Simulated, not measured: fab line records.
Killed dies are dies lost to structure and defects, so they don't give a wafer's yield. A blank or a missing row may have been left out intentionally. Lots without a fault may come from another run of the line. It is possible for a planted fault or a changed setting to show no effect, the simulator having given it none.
The tool behind it: which one?	flow gf180mcu	6 lots with 18 wafers sampled at 4 steps, on a route of 602 steps

## WHAT THE GAUGES SHOWED, per wafer
GF_DUAL_GATE_THK_MEAS_03.
lot	measured	on	DUAL_GATE_OXIDATION_00_THK (nm)
L266	day 7 20:34	filmMetro-02	10.62 10.74 10.53
L268	day 8 11:40	filmMetro-01	10.91 11.01 10.85
L270	day 9 00:58	filmMetro-02	10.96 10.94 10.78
L273	day 10 00:32	filmMetro-01	9.64 9.61 9.51
L286	day 13 09:44	filmMetro-01	11.10 11.09 10.87
L288	day 14 02:47	filmMetro-04	10.41 10.61 10.62

## WHAT TOOL EACH LOT RAN ON (gives the tool, then ch and the chambers of the sampled wafers, and finally the start)
lot	GF_MVSD_STRIP_10	GF_VT_IMPLANT_RTA_45	GF_DUAL_GATE_OXIDATION_02
L266	plasmaAsher-02 ch 0,1, day 4 15:55	rtpAnneal-02 ch 0, day 7 18:21	furnace-02 ch 0, day 7 19:07
L268	plasmaAsher-02 ch 0,1, day 5 03:01	rtpAnneal-01 ch 0, day 8 09:25	furnace-01 ch 0, day 8 10:13
L270	plasmaAsher-02 ch 0,1, day 5 15:55	rtpAnneal-01 ch 0, day 8 22:38	furnace-01 ch 0, day 8 23:31
L273	plasmaAsher-01 ch 0,1, day 6 08:07	rtpAnneal-01 ch 0, day 9 19:31	furnace-02 ch 0, day 9 23:05
L286	plasmaAsher-01 ch 0,1, day 9 12:06	rtpAnneal-02 ch 0, day 13 04:23	furnace-02 ch 0, day 13 08:16
L288	plasmaAsher-01 ch 0,1, day 10 00:43	rtpAnneal-01 ch 0, day 13 19:26	furnace-01 ch 0, day 14 01:19
- GF_MVSD_STRIP_10: strips in O2/N2.
- GF_VT_IMPLANT_RTA_45: time 30 s.
- GF_DUAL_GATE_OXIDATION_02: stabilise 600 s, purge 300 s, target thk 10.887 nm.

## THE ANSWER, worked out from the rows above alone
Rule: usual is defined by the lots themselves. The widest of any qualifying gaps counts: lots, ordered by their means at a reading, are off when they make up no more than a third of the lots, leave a main group of 4 or more, and stand apart from it by 3 or more times the standard deviation of that group's means. Not used: any main group whose means are identical at the precision the tables above print for the reading. Also off: a lot with no number at a reading for which 4 or more lots have one. The other lots that the step has rows for count as sound.
Off: L273, seen at GF_DUAL_GATE_THK_MEAS_03 (DUAL_GATE_OXIDATION_00_THK). Main group: mean 10.80 nm, sd 0.18.
If a tool, at a process step before that reading, ran all the lots that are off and no sound lot after the first of them, it fits. Gauges at GF_DUAL_GATE_THK_MEAS_03: tried the same way as those tools. Of those tried, none fits.

## WHAT WAS PUT IN BY THE SIMULATOR
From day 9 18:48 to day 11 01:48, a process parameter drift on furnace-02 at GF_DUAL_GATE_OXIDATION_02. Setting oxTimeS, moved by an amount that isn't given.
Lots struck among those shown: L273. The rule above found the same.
